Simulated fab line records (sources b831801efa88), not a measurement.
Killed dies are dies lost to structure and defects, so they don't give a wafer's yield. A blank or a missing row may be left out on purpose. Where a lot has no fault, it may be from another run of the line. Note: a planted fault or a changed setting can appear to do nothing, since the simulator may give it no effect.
A struck lot beside a sound one | flow gf180mcu | 17 out of 602 route steps
Sound: the wafers L657.1, L657.3, L657.5. Struck: wafers L659.2, L659.6 (left out: L659.5, a lot-mate that was not struck); the cause follows at the end.
Each step with rows lists, per side, the tool, then ch with its chambers, then its first start. Under that, the readings that differ: sound wafers | struck wafers | difference of the means | sigmas: that difference in standard deviations of wafers without a fault.
alike: same words and numbers on both sides, and readings whose means sit less than 2 such deviations apart. not compared: any withheld reading, any reading some wafer has no value for, any bound like >300 that may hide the same value, and any number with overlapping values for which the record gives no deviation.
Wherever a step has rows on one side only, a row that says differs or no value, or a row with sigmas, the two part there. Numbers that have no deviation but don't overlap get no sigmas and don't part them. A reading missing from all wafers of one side parts the sides only when that side holds two or more wafers.

first, 3 steps without rows for these wafers: GF_V3_EXPOSE_11 (exposes mask Via3, target cd 260 nm); GF_V3_PEB_12 (peb time 90 s); GF_V3_DEVELOP_13 (develop time 60 s).
GF_V3_CD_MEAS_14: the cd target is 260 nm.
  sound: cd sem-01 at day 25 05:14; struck: cd sem-01 at day 25 19:48
  alike: cd nm
GF_V3_OVL_MEAS_15:
  sound: overlay-02 at day 25 05:21; struck: overlay-02 at day 25 19:55
  alike: V3_OVL
GF_V3_ETCH_16: etches BARC in N2/H2.
  sound on rie diel-02 ch 2,3, day 25 05:23; struck on rie diel-01 ch 0,2, day 25 19:56
  alike: bias w, drypump motor current A, oes product au, throttle valve pct
GF_V3_ETCH_17: etches SiO2 in C4F8/O2/Ar, stops on TiN, target depth 635 nm.
  sound on rie diel-02 ch 2,3; struck on rie diel-01 ch 0,2
  alike: bias w, oes product au
then, 3 steps without rows for these wafers: GF_V3_STRIP_18 (strips in O2/N2); GF_V3_STRIP_19 (strips in post etch residue remover, time 1200 s); GF_V3_CLEAN_20 (cleans in DIW).
GF_V3_SPUTTER_21: material Ti, target thk 15 nm, time 80.02 s.
  sound: pvd sputter-04 at day 25 06:04; struck: pvd sputter-01 at day 25 20:36
  alike: substrate temp c, throttle valve pct
GF_V3_SPUTTER_22: material TiN, target thk 10 nm, time 40 s.
  sound: pvd sputter-04 at day 25 06:07; struck: pvd sputter-01 at day 25 20:40
  alike: throttle valve pct
GF_V3_CVD_23: deposits W, target thk 350 nm, time 104.9 s.
  sound on cvd w-01 ch 1, day 25 06:10; struck on cvd w-01 ch 0,1, day 25 20:42
  reading                          | sound             | struck      | difference | sigmas
  model.W_of_V3_CVD_23.thk nm (nm) | 353.3 351.8 350.4 | 373.1 365.9 | +17.7      |
  alike: heater power w
GF_V3_RS_MEAS_24: the measuring method here is four-point-probe.
  sound: film metro-03 at day 25 06:16; struck: film metro-04 at day 25 20:50
  reading          | sound             | struck      | difference | sigmas
  V3_W_RS (ohm/sq) | 0.325 0.327 0.328 | 0.307 0.313 | -0.017     | -5
GF_V3_THK_MEAS_25: measures by xrf.
  sound: film metro-03 at day 25 06:23; struck: film metro-04 at day 25 20:56
  alike: V3_W_THK
GF_V3_CMP_26: polishes, stops on SiO2, t overpolish 15 s, target thk 0 nm.
  sound on cmp-02 ch 0,1,2, day 25 06:30; struck on cmp-01 ch 2,3, day 25 21:05
  alike: motor current A, platen rpm
then, 1 step without rows for these wafers: GF_PASSIVATION_PROBE_99.

WHERE THEY PART
At GF_V3_RS_MEAS_24 and nowhere else, as far as this record goes. Later steps at which nothing parts them and some readings are alike: GF_V3_THK_MEAS_25, GF_V3_CMP_26.

WHY: the cause the simulator had injected
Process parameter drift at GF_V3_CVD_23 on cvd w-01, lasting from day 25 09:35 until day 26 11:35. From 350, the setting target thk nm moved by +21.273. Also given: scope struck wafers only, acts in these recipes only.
